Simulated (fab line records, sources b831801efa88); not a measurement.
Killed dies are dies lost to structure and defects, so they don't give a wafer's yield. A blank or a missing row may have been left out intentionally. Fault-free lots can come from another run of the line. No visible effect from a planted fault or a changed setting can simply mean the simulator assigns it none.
Which of the tools did it? -- flow sky130 -- 12 lots with 36 wafers sampled at 5 steps, on a route of 708 steps

## WHAT THE GAUGES READ, wafer by wafer
SKY_CAP2M_THK_MEAS_04: measures by xrf.
lot,measured,on,CAP2M_TIN_THK (nm)
L075,day 39 20:58,film_metro-03,198.7 200.0 200.0
L077,day 40 20:52,film_metro-03,198.5 197.2 198.0
L079,day 41 03:05,film_metro-04,197.4 199.1 197.0
L082,day 42 19:11,film_metro-04,199.0 194.9 198.9
L081,day 42 21:37,film_metro-04,195.7 196.8 197.8
L085,day 43 04:56,film_metro-03,199.6 200.4 200.4
L087,day 44 02:00,film_metro-02,202.5 203.2 203.8
L089,day 44 10:23,film_metro-04,193.6 195.9 196.7
L092,day 44 18:16,film_metro-04,200.6 201.5 199.5
L093,day 45 06:04,film_metro-02,200.8 201.9 200.4
L095,day 45 12:25,film_metro-04,197.8 197.5 197.7
L097,day 46 00:20,film_metro-03,197.1 195.5 197.1

## WHICH TOOL RAN EACH LOT (tool, then ch and the chambers of the sampled wafers, then the start)
lot,SKY_METAL3_ETCH_16,SKY_VIA3_ETCH_14,SKY_VIA3_SPUTTER_20,SKY_VIA3_CVD_21
L075,"rie_metal-04 ch 0,1, day 38 16:00","rie_diel-04 ch 0,2, day 39 19:07","pvd_sputter-04, day 39 19:49","cvd_w-02 ch 0,1, day 39 19:53"
L077,"rie_metal-01 ch 0,1, day 39 16:43","rie_diel-04 ch 0,1,3, day 40 19:00","pvd_sputter-03, day 40 19:44","cvd_w-02 ch 0,1, day 40 19:47"
L079,"rie_metal-04 ch 0,1, day 39 23:15","rie_diel-04 ch 0,2,3, day 41 01:15","pvd_sputter-02, day 41 01:57","cvd_w-02 ch 0,1, day 41 02:01"
L082,"rie_metal-03 ch 0,1, day 41 16:27","rie_diel-02 ch 1,2,3, day 42 17:12","pvd_sputter-03, day 42 17:54","cvd_w-01 ch 0,1, day 42 17:58"
L081,"rie_metal-01 ch 0,1, day 41 18:57","rie_diel-02 ch 1,2,3, day 42 19:39","pvd_sputter-03, day 42 20:21","cvd_w-02 ch 0,1, day 42 20:25"
L085,"rie_metal-01 ch 0,1, day 42 02:08","rie_diel-03 ch 1,2,3, day 43 03:06","pvd_sputter-04, day 43 03:47","cvd_w-02 ch 0,1, day 43 03:51"
L087,"rie_metal-01 ch 0,1, day 43 00:20","rie_diel-02 ch 2,3, day 44 00:07","pvd_sputter-03, day 44 00:51","cvd_w-02 ch 0,1, day 44 00:57"
L089,"rie_metal-01 ch 0,1, day 43 08:17","rie_diel-02 ch 1,2, day 44 08:30","pvd_sputter-03, day 44 09:15","cvd_w-01 ch 1, day 44 09:19"
L092,"rie_metal-01 ch 0,1, day 43 16:08","rie_diel-03 ch 0,3, day 44 16:25","pvd_sputter-02, day 44 17:07","cvd_w-01 ch 0, day 44 17:10"
L093,"rie_metal-03 ch 0,1, day 44 04:43","rie_diel-03 ch 0,2,3, day 45 04:12","pvd_sputter-04, day 45 04:56","cvd_w-02 ch 0,1, day 45 05:00"
L095,"rie_metal-04 ch 0,1, day 44 11:27","rie_diel-02 ch 0,1, day 45 10:33","pvd_sputter-03, day 45 11:17","cvd_w-02 ch 0,1, day 45 11:21"
L097,"rie_metal-01 ch 0, day 44 22:55","rie_diel-02 ch 0,1, day 45 22:19","pvd_sputter-04, day 45 23:04","cvd_w-02 ch 1, day 45 23:07"
- SKY_METAL3_ETCH_16: etches BARC in N2/H2, stops on SiO2, time 88.2 s, target depth 60 nm.
- SKY_VIA3_ETCH_14: etches BARC in N2/H2, stops on SiO2, time 45.9 s, target depth 60 nm.
- SKY_VIA3_SPUTTER_20: material TiN, target thk 20 nm, time 80 s.
- SKY_VIA3_CVD_21: deposits W, target thk 390 nm, time 117.31 s.

## THE ANSWER, worked out from the rows above alone
Rule: the lots themselves supply what counts as usual. The widest of any qualifying gaps counts: lots, ordered by their means at a reading, are off when they make up no more than a third of the lots, leave a main group of 4 or more, and stand apart from it by 3 or more times the standard deviation of that group's means. Not used: any main group whose means are identical at the precision the tables above print for the reading. A lot without any number at a reading at which 4 lots or more have one is off too. Any other lot the step has rows for is counted as sound.
No lot is off on any of the readings shown, so nothing can be concluded from this.

## WHAT THE SIMULATOR PUT IN
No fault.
